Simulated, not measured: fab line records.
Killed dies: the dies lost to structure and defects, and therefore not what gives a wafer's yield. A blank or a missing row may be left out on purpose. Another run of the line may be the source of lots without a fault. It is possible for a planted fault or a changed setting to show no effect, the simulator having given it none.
The tool behind it: which one? || flow gf180mcu || 13 lots with 39 wafers sampled at 4 steps, on a route of 602 steps

WHAT EACH GAUGE READ, for each wafer
GF_STI_THK_MEAS_30. Usual: STI_OXIDATION_02_THK 9.89 nm, standard deviation 0.19.
{"lot": "L496", "measured": "day 2 06:03", "on": "film metro-03", "STI_OXIDATION_02_THK (nm)": "9.94 10.15 10.05", "flag": ""}
{"lot": "L497", "measured": "day 2 11:37", "on": "film metro-03", "STI_OXIDATION_02_THK (nm)": "10.00 10.05 10.09", "flag": ""}
{"lot": "L499", "measured": "day 3 00:33", "on": "film metro-01", "STI_OXIDATION_02_THK (nm)": "9.98 9.93 10.07", "flag": ""}
{"lot": "L500", "measured": "day 3 03:11", "on": "film metro-01", "STI_OXIDATION_02_THK (nm)": "9.70 9.66 9.77", "flag": ""}
{"lot": "L501", "measured": "day 3 09:15", "on": "film metro-03", "STI_OXIDATION_02_THK (nm)": "10.01 9.81 10.01", "flag": ""}
{"lot": "L502", "measured": "day 3 12:52", "on": "film metro-04", "STI_OXIDATION_02_THK (nm)": "9.50 9.58 9.49", "flag": ""}
{"lot": "L503", "measured": "day 3 19:26", "on": "film metro-01", "STI_OXIDATION_02_THK (nm)": "9.89 9.95 9.95", "flag": ""}
{"lot": "L505", "measured": "day 4 03:39", "on": "film metro-03", "STI_OXIDATION_02_THK (nm)": "9.43 9.70 9.69", "flag": ""}
{"lot": "L506", "measured": "day 4 10:40", "on": "film metro-03", "STI_OXIDATION_02_THK (nm)": "9.73 9.89 9.93", "flag": ""}
{"lot": "L507", "measured": "day 4 14:24", "on": "film metro-01", "STI_OXIDATION_02_THK (nm)": "10.05 10.22 10.14", "flag": ""}
{"lot": "L508", "measured": "day 4 20:56", "on": "film metro-01", "STI_OXIDATION_02_THK (nm)": "9.95 10.10 10.04", "flag": ""}
{"lot": "L511", "measured": "day 5 12:58", "on": "film metro-01", "STI_OXIDATION_02_THK (nm)": "9.96 9.84 9.87", "flag": ""}
{"lot": "L519", "measured": "day 7 04:42", "on": "film metro-03", "STI_OXIDATION_02_THK (nm)": "9.97 10.16 10.10", "flag": ""}

GF_VT_IMPLANT_OVL_MEAS_18. Usual: VT_IMPLANT_01_OVL 0.5 nm, standard deviation 1.2.
{"lot": "L496", "measured": "day 6 06:02", "on": "overlay-01", "VT_IMPLANT_01_OVL (nm)": "1.5 0.8 0.0", "flag": ""}
{"lot": "L497", "measured": "day 6 10:56", "on": "overlay-01", "VT_IMPLANT_01_OVL (nm)": "0.1 -0.2 -1.1", "flag": ""}
{"lot": "L499", "measured": "day 7 00:02", "on": "overlay-02", "VT_IMPLANT_01_OVL (nm)": "-0.4 0.8 0.1", "flag": ""}
{"lot": "L500", "measured": "day 7 04:56", "on": "overlay-01", "VT_IMPLANT_01_OVL (nm)": "-1.6 0.1 -0.8", "flag": ""}
{"lot": "L501", "measured": "day 7 12:46", "on": "overlay-02", "VT_IMPLANT_01_OVL (nm)": "0.8 -0.4 1.6", "flag": ""}
{"lot": "L502", "measured": "day 7 17:50", "on": "overlay-01", "VT_IMPLANT_01_OVL (nm)": "0.5 0.6 2.0", "flag": ""}
{"lot": "L503", "measured": "day 8 00:47", "on": "overlay-02", "VT_IMPLANT_01_OVL (nm)": "-1.7 0.0 1.0", "flag": ""}
{"lot": "L505", "measured": "day 8 11:13", "on": "overlay-01", "VT_IMPLANT_01_OVL (nm)": "0.6 0.6 0.0", "flag": ""}
{"lot": "L506", "measured": "day 8 18:58", "on": "overlay-02", "VT_IMPLANT_01_OVL (nm)": "-0.6 0.6 -0.4", "flag": ""}
{"lot": "L507", "measured": "day 9 01:02", "on": "overlay-01", "VT_IMPLANT_01_OVL (nm)": "1.3 -0.1 -1.8", "flag": ""}
{"lot": "L508", "measured": "day 9 08:44", "on": "overlay-01", "VT_IMPLANT_01_OVL (nm)": "-0.7 0.1 -1.3", "flag": ""}
{"lot": "L511", "measured": "day 10 04:37", "on": "overlay-01", "VT_IMPLANT_01_OVL (nm)": "0.5 0.9 1.3", "flag": ""}
{"lot": "L519", "measured": "day 12 08:32", "on": "overlay-02", "VT_IMPLANT_01_OVL (nm)": "1.3 1.4 1.4", "flag": ""}

TOOL THAT RAN EACH LOT (tool first, then ch and the chambers of the sampled wafers, then the start)
{"lot": "L496", "GF_STI_ETCH_14": "rie si-02 ch 1,3, day 2 01:51", "GF_STI_STRIP_15": "plasma asher-04 ch 0,1, day 2 01:55"}
{"lot": "L497", "GF_STI_ETCH_14": "rie si-01 ch 0,1, day 2 06:17", "GF_STI_STRIP_15": "plasma asher-04 ch 0,1, day 2 06:23"}
{"lot": "L499", "GF_STI_ETCH_14": "rie si-02 ch 0,1,2, day 2 16:49", "GF_STI_STRIP_15": "plasma asher-02 ch 0,1, day 2 16:53"}
{"lot": "L500", "GF_STI_ETCH_14": "rie si-01 ch 1,3, day 2 22:16", "GF_STI_STRIP_15": "plasma asher-02 ch 0,1, day 2 22:20"}
{"lot": "L501", "GF_STI_ETCH_14": "rie si-01 ch 1,2,3, day 3 03:47", "GF_STI_STRIP_15": "plasma asher-03 ch 0,1, day 3 03:51"}
{"lot": "L502", "GF_STI_ETCH_14": "rie si-01 ch 1,2,3, day 3 08:35", "GF_STI_STRIP_15": "plasma asher-02 ch 0,1, day 3 08:39"}
{"lot": "L503", "GF_STI_ETCH_14": "rie si-02 ch 0,1,2, day 3 14:18", "GF_STI_STRIP_15": "plasma asher-02 ch 0,1, day 3 14:25"}
{"lot": "L505", "GF_STI_ETCH_14": "rie si-02 ch 0,1,3, day 3 23:12", "GF_STI_STRIP_15": "plasma asher-03 ch 0,1, day 3 23:16"}
{"lot": "L506", "GF_STI_ETCH_14": "rie si-01 ch 0,2,3, day 4 05:21", "GF_STI_STRIP_15": "plasma asher-04 ch 0,1, day 4 05:25"}
{"lot": "L507", "GF_STI_ETCH_14": "rie si-01 ch 0,3, day 4 09:48", "GF_STI_STRIP_15": "plasma asher-02 ch 0,1, day 4 09:55"}
{"lot": "L508", "GF_STI_ETCH_14": "rie si-01 ch 0,1, day 4 15:27", "GF_STI_STRIP_15": "plasma asher-03 ch 0,1, day 4 15:34"}
{"lot": "L511", "GF_STI_ETCH_14": "rie si-02 ch 1,2, day 5 07:03", "GF_STI_STRIP_15": "plasma asher-04 ch 0,1, day 5 07:07"}
{"lot": "L519", "GF_STI_ETCH_14": "rie si-02 ch 0,1,2, day 6 23:07", "GF_STI_STRIP_15": "plasma asher-04 ch 0,1, day 6 23:11"}
- GF_STI_ETCH_14: etches Si in HBr/Cl2/O2, target depth 360 nm, time 102.9 s.
- GF_STI_STRIP_15: strips in O2/N2.

AS READ BY THE TOOLS THEMSELVES (means over the sampled wafers that have a number; for cases with no such wafer, the mark the record gives instead)
GF_STI_ETCH_14. Usual: drypump motor current A 5.8 A, standard deviation 0.6; oes product au 0.998 a.u., standard deviation 0.016; run length s 131.6 s, standard deviation 0.37; throttle valve pct 25.660 %, standard deviation 0.013.
{"lot": "L496", "tool": "rie si-02", "drypump motor current A (A)": 6.3, "oes product au (a.u.)": 0.984, "run length s (s)": 131.5, "throttle valve pct (%)": 25.671, "flag": ""}
{"lot": "L497", "tool": "rie si-01", "drypump motor current A (A)": 5.3, "oes product au (a.u.)": 1.008, "run length s (s)": 131.3, "throttle valve pct (%)": 25.653, "flag": ""}
{"lot": "L499", "tool": "rie si-02", "drypump motor current A (A)": 6.6, "oes product au (a.u.)": 0.991, "run length s (s)": 132.0, "throttle valve pct (%)": 25.665, "flag": ""}
{"lot": "L500", "tool": "rie si-01", "drypump motor current A (A)": 5.2, "oes product au (a.u.)": 0.983, "run length s (s)": 131.6, "throttle valve pct (%)": 25.674, "flag": ""}
{"lot": "L501", "tool": "rie si-01", "drypump motor current A (A)": 5.3, "oes product au (a.u.)": 0.996, "run length s (s)": 132.0, "throttle valve pct (%)": 25.649, "flag": ""}
{"lot": "L502", "tool": "rie si-01", "drypump motor current A (A)": 5.3, "oes product au (a.u.)": 0.986, "run length s (s)": 131.9, "throttle valve pct (%)": 25.667, "flag": ""}
{"lot": "L503", "tool": "rie si-02", "drypump motor current A (A)": 6.5, "oes product au (a.u.)": 0.999, "run length s (s)": 131.8, "throttle valve pct (%)": 25.664, "flag": ""}
{"lot": "L505", "tool": "rie si-02", "drypump motor current A (A)": 6.3, "oes product au (a.u.)": 0.978, "run length s (s)": 131.5, "throttle valve pct (%)": 25.674, "flag": ""}
{"lot": "L506", "tool": "rie si-01", "drypump motor current A (A)": 5.3, "oes product au (a.u.)": 1.008, "run length s (s)": 131.4, "throttle valve pct (%)": 25.656, "flag": ""}
{"lot": "L507", "tool": "rie si-01", "drypump motor current A (A)": 5.2, "oes product au (a.u.)": 1.016, "run length s (s)": 131.4, "throttle valve pct (%)": 25.655, "flag": ""}
{"lot": "L508", "tool": "rie si-01", "drypump motor current A (A)": 5.3, "oes product au (a.u.)": 0.992, "run length s (s)": 118.8, "throttle valve pct (%)": 25.665, "flag": "OFF"}
{"lot": "L511", "tool": "rie si-02", "drypump motor current A (A)": 6.7, "oes product au (a.u.)": 0.999, "run length s (s)": 131.9, "throttle valve pct (%)": 25.653, "flag": ""}
{"lot": "L519", "tool": "rie si-02", "drypump motor current A (A)": 6.6, "oes product au (a.u.)": 0.996, "run length s (s)": 131.8, "throttle valve pct (%)": 25.665, "flag": ""}

GF_STI_STRIP_15. Usual: drypump motor current A 5.6 A, standard deviation 0.48; heater power w 341 W, standard deviation 63; oes product au 0.384 a.u., standard deviation 0.0056; strip time to endpoint s 3.72 s, standard deviation 0.065.
{"lot": "L496", "tool": "plasma asher-04", "drypump motor current A (A)": 6.0, "heater power w (W)": 356, "oes product au (a.u.)": 0.388, "strip time to endpoint s (s)": 3.78, "flag": ""}
{"lot": "L497", "tool": "plasma asher-04", "drypump motor current A (A)": 6.0, "heater power w (W)": 398, "oes product au (a.u.)": 0.379, "strip time to endpoint s (s)": 3.66, "flag": ""}
{"lot": "L499", "tool": "plasma asher-02", "drypump motor current A (A)": 5.2, "heater power w (W)": 380, "oes product au (a.u.)": 0.391, "strip time to endpoint s (s)": 3.78, "flag": ""}
{"lot": "L500", "tool": "plasma asher-02", "drypump motor current A (A)": 5.2, "heater power w (W)": 376, "oes product au (a.u.)": 0.386, "strip time to endpoint s (s)": 3.75, "flag": ""}
{"lot": "L501", "tool": "plasma asher-03", "drypump motor current A (A)": 5.4, "heater power w (W)": 275, "oes product au (a.u.)": 0.378, "strip time to endpoint s (s)": 3.61, "flag": ""}
{"lot": "L502", "tool": "plasma asher-02", "drypump motor current A (A)": 5.1, "heater power w (W)": 349, "oes product au (a.u.)": 0.390, "strip time to endpoint s (s)": 3.80, "flag": ""}
{"lot": "L503", "tool": "plasma asher-02", "drypump motor current A (A)": 5.2, "heater power w (W)": 381, "oes product au (a.u.)": 0.382, "strip time to endpoint s (s)": 3.71, "flag": ""}
{"lot": "L505", "tool": "plasma asher-03", "drypump motor current A (A)": 5.7, "heater power w (W)": 283, "oes product au (a.u.)": 0.383, "strip time to endpoint s (s)": 3.74, "flag": ""}
{"lot": "L506", "tool": "plasma asher-04", "drypump motor current A (A)": 6.1, "heater power w (W)": 361, "oes product au (a.u.)": 0.379, "strip time to endpoint s (s)": 3.64, "flag": ""}
{"lot": "L507", "tool": "plasma asher-02", "drypump motor current A (A)": 5.1, "heater power w (W)": 344, "oes product au (a.u.)": 0.386, "strip time to endpoint s (s)": 3.73, "flag": ""}
{"lot": "L508", "tool": "plasma asher-03", "drypump motor current A (A)": 5.4, "heater power w (W)": 277, "oes product au (a.u.)": 0.392, "strip time to endpoint s (s)": 3.90, "flag": ""}
{"lot": "L511", "tool": "plasma asher-04", "drypump motor current A (A)": 5.9, "heater power w (W)": 400, "oes product au (a.u.)": 0.388, "strip time to endpoint s (s)": 3.77, "flag": ""}
{"lot": "L519", "tool": "plasma asher-04", "drypump motor current A (A)": 6.0, "heater power w (W)": 360, "oes product au (a.u.)": 0.382, "strip time to endpoint s (s)": 3.68, "flag": ""}

THE ANSWER, worked out from the rows above alone
Rule: a lot is off if the mean of its wafers that have a number lies more than 3 standard deviations from the usual mean. A lot without any number at a reading at which 4 lots or more have one is off too. The other lots that the step has rows for count as sound. After the gauges, taken in route order, come the tools' own readings; for these a lot's mean is taken, as printed above. The first step at which some lot is off is used, and at that step the reading that is off furthest; a lot without a number counts as furthest.
Off at GF_STI_ETCH_14 (run length s): L508.
If a tool, at that step or one of the process steps before it, ran each lot that is off and ran no sound lot following the first of them, it fits. One fits: GF_STI_ETCH_14 on rie si-01. A fault onset in the window from L507 (day 4 09:48, its last sound lot) to L508 (day 4 15:27, its first lot off) fits.
The tool's own readings at GF_STI_ETCH_14 bear it out: on the lots that are off they differ by more than 5 times the standard deviation of the sound lots' means. run length s reads 118.8 s there against 131.7 s on the sound lots.

WHAT THE SIMULATOR PUT IN
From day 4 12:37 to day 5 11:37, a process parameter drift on rie si-01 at GF_STI_ETCH_14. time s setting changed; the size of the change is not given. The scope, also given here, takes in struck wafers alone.
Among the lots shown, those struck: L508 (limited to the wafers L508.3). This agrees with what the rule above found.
